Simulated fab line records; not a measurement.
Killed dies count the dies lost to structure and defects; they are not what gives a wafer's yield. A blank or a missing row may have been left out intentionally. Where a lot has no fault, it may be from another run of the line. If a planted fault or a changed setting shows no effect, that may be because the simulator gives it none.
Which of the tools did it? | flow sky130 | Sampling: 11 lots, 33 wafers, 6 of 708 route steps

== WHAT THE GAUGES SHOWED, per wafer ==
SKY_LDD_LDN_TW_MEAS_13. Usual: LDD_LDN_TW gives 1480 (standard deviation 11).
lot  | measured     | on            | LDD_LDN_TW     | flag
L967 | day 23 04:01 | film-metro-01 | 1477 1486 1491 |
L970 | day 25 04:31 | film-metro-04 | 1484 1471 1476 |
L971 | day 25 10:31 | film-metro-01 | 1495 1493 1491 |
L977 | day 26 13:49 | film-metro-03 | 1469 1485 1482 |
L979 | day 27 08:49 | film-metro-03 | 1469 1467 1474 |
L983 | day 29 04:13 | film-metro-04 | 1470 1465 1458 |
L981 | day 29 06:35 | film-metro-03 | 1475 1468 1470 |
L985 | day 29 14:23 | film-metro-01 | 1502 1497 1498 |
L986 | day 30 08:07 | film-metro-03 | 1468 1473 1466 |
L987 | day 30 21:07 | film-metro-03 | 1475 1465 1473 |
L988 | day 31 03:07 | film-metro-01 | 1493 1502 1496 |

SKY_POLY_CUT_CD_MEAS_08 targets a cd of 270 nm. Usual: cd-nm reads 269.9 nm (standard deviation 1.3).
lot  | measured     | on        | cd-nm (nm)        | flag
L967 | day 24 11:53 | cd-sem-01 | 270.6 270.2 269.6 |
L970 | day 26 11:20 | cd-sem-02 | 270.4 269.9 269.5 |
L971 | day 26 16:58 | cd-sem-01 | 268.1 269.2 269.9 |
L977 | day 27 20:19 | cd-sem-01 | 270.4 271.2 270.4 |
L979 | day 28 15:00 | cd-sem-01 | 268.2 269.5 268.4 |
L983 | day 30 10:19 | cd-sem-02 | 270.0 268.7 270.7 |
L981 | day 30 12:50 | cd-sem-01 | 269.6 268.9 268.8 |
L985 | day 30 20:06 | cd-sem-02 | 269.9 269.7 271.5 |
L986 | day 31 15:13 | cd-sem-02 | 268.2 268.3 267.0 |
L987 | day 32 02:08 | cd-sem-01 | 269.8 271.5 270.2 |
L988 | day 32 08:41 | cd-sem-02 | 272.1 270.5 272.6 |

SKY_SD_N_TW_MEAS_12. Usual: SD_N_TW gives 3985 (standard deviation 32).
lot  | measured     | on            | SD_N_TW           | flag
L967 | day 28 02:54 | film-metro-03 | 3946 3963 3964    |
L970 | day 30 00:44 | film-metro-02 | 4002 4008 4018    |
L971 | day 30 07:59 | film-metro-04 | 30 30 30 30 30 30 | OFF
L977 | day 31 10:16 | film-metro-04 | 3961 3976 3974    |
L979 | day 32 03:45 | film-metro-02 | 4016 4017 4026    |
L983 | day 33 22:11 | film-metro-02 | 4001 4031 4025    |
L981 | day 34 00:35 | film-metro-04 | 3933 3971 3974    |
L985 | day 34 04:52 | film-metro-04 | 3969 3971 3954    |
L986 | day 35 01:11 | film-metro-02 | 4020 4048 4020    |
L987 | day 35 09:56 | film-metro-03 | 3996 3994 3988    |
L988 | day 35 16:23 | film-metro-02 | 4041 4044 4037    |

SKY_LI_CONTACT_THK_MEAS_01. Usual: LI_CONTACT_HDPCVD_THK gives 935 nm (standard deviation 8.4).
lot  | measured     | on            | LI_CONTACT_HDPCVD_THK (nm) | flag
L967 | day 28 03:49 | film-metro-02 | 941 945 945                |
L970 | day 30 01:30 | film-metro-04 | 939 945 941                |
L977 | day 31 11:01 | film-metro-02 | 942 953 945                |
L979 | day 32 04:31 | film-metro-02 | 941 930 942                |
L983 | day 33 22:58 | film-metro-02 | 941 939 939                |
L981 | day 34 01:21 | film-metro-04 | 926 925 923                |
L985 | day 34 05:37 | film-metro-02 | 925 929 934                |
L986 | day 35 01:58 | film-metro-03 | 929 925 931                |
L987 | day 35 10:44 | film-metro-04 | 924 926 933                |
L988 | day 35 17:10 | film-metro-03 | 931 937 938                |

== WHICH TOOL RAN EACH LOT (tool, then ch and the chambers of the sampled wafers, then the start) ==
lot  | SKY_RES_XHIGH_STRIP_08               | SKY_SD_N_STRIP_11
L967 | plasma-asher-01 ch 0,1, day 26 21:50 | plasma-asher-03 ch 1, day 28 02:47
L970 | plasma-asher-02 ch 0,1, day 28 20:31 | plasma-asher-01 ch 0,1, day 30 00:38
L971 | plasma-asher-02 ch 0,1, day 29 03:22 | plasma-asher-03 ch 0,1, day 30 07:53
L977 | plasma-asher-03 ch 0,1, day 30 06:05 | plasma-asher-01 ch 0,1, day 31 10:10
L979 | plasma-asher-01 ch 0,1, day 30 23:38 | plasma-asher-03 ch 0,1, day 32 03:38
L983 | plasma-asher-01 ch 0,1, day 32 18:43 | plasma-asher-04 ch 0,1, day 33 22:05
L981 | plasma-asher-03 ch 0,1, day 32 21:17 | plasma-asher-03 ch 0,1, day 34 00:29
L985 | plasma-asher-02 ch 0,1, day 33 02:16 | plasma-asher-03 ch 0,1, day 34 04:46
L986 | plasma-asher-03 ch 0,1, day 33 21:50 | plasma-asher-04 ch 0,1, day 35 01:05
L987 | plasma-asher-01 ch 0,1, day 34 06:29 | plasma-asher-04 ch 0,1, day 35 09:50
L988 | plasma-asher-01 ch 0,1, day 34 13:50 | plasma-asher-01 ch 0,1, day 35 16:17
- SKY_RES_XHIGH_STRIP_08: strips in O2/N2.
- SKY_SD_N_STRIP_11: strips in O2/N2.

== AS READ BY THE TOOLS THEMSELVES (means over the sampled wafers that have a number; for cases with no such wafer, the mark the record gives instead) ==
SKY_RES_XHIGH_STRIP_08. Usual: drypump-motor-current-A 5.3 A, standard deviation 0.34; oes-product-au 0.711 a.u., standard deviation 0.004; strip-time-to-endpoint-s 14.29 s, standard deviation 0.038.
lot  | tool            | drypump-motor-current-A (A) | oes-product-au (a.u.) | strip-time-to-endpoint-s (s) | flag
L967 | plasma-asher-01 | 5.1                         | 0.712                 | 14.28                        |
L970 | plasma-asher-02 | 5.4                         | 0.710                 | 14.28                        |
L971 | plasma-asher-02 | 5.4                         | 0.944                 | -                            | OFF
L977 | plasma-asher-03 | 5.7                         | 0.710                 | 14.38                        |
L979 | plasma-asher-01 | 5.0                         | 0.709                 | 14.26                        |
L983 | plasma-asher-01 | 5.0                         | 0.711                 | 14.29                        |
L981 | plasma-asher-03 | 5.6                         | 0.713                 | 14.31                        |
L985 | plasma-asher-02 | 5.4                         | 0.709                 | 14.29                        |
L986 | plasma-asher-03 | 5.7                         | 0.708                 | 14.24                        |
L987 | plasma-asher-01 | 5.1                         | 0.713                 | 14.24                        |
L988 | plasma-asher-01 | 5.0                         | 0.710                 | 14.28                        |

SKY_SD_N_STRIP_11. Usual: drypump-motor-current-A 5.6 A, standard deviation 0.38; oes-product-au 0.527 a.u., standard deviation 0.0046; strip-time-to-endpoint-s 22.56 s, standard deviation 0.04.
lot  | tool            | drypump-motor-current-A (A) | oes-product-au (a.u.) | strip-time-to-endpoint-s (s) | flag
L967 | plasma-asher-03 | 5.8                         | 0.530                 | 22.57                        |
L970 | plasma-asher-01 | 5.1                         | 0.524                 | 22.56                        |
L971 | plasma-asher-03 | 5.7                         | 0.558                 | 26.15                        | OFF
L977 | plasma-asher-01 | 5.1                         | 0.527                 | 22.60                        |
L979 | plasma-asher-03 | 5.6                         | 0.529                 | 22.54                        |
L983 | plasma-asher-04 | 6.1                         | 0.523                 | 22.49                        |
L981 | plasma-asher-03 | 5.6                         | 0.526                 | 22.58                        |
L985 | plasma-asher-03 | 5.6                         | 0.525                 | 22.55                        |
L986 | plasma-asher-04 | 6.1                         | 0.525                 | 22.55                        |
L987 | plasma-asher-04 | 6.1                         | 0.530                 | 22.61                        |
L988 | plasma-asher-01 | 5.0                         | 0.526                 | 22.53                        |

== THE ANSWER, worked out from the rows above alone ==
Rule: a lot counts as off when the mean over its wafers that have a number is more than 3 standard deviations away from the usual mean. Also off: a lot with no number at a reading for which 4 or more lots have one. Where the step has rows for the other lots, those lots are counted as sound. First the gauges in route order, then the tools' own readings, where a lot's mean is used as printed above. At the first step where some lot is off, the reading lying furthest off is the one used; lots without a number count as furthest.
Off: L971, seen at SKY_SD_N_TW_MEAS_12 (SD_N_TW).
A tool fits if, at a process step before that reading, it ran every lot that is off, and no sound lot after the first of them. The gauges at SKY_SD_N_TW_MEAS_12 aren't tried: what is off there is off at SKY_RES_XHIGH_STRIP_08 too, on other tools, and a gauge's error can't cause that. Not one of the candidates tried fits.

== WHAT THE SIMULATOR HAD PUT IN ==
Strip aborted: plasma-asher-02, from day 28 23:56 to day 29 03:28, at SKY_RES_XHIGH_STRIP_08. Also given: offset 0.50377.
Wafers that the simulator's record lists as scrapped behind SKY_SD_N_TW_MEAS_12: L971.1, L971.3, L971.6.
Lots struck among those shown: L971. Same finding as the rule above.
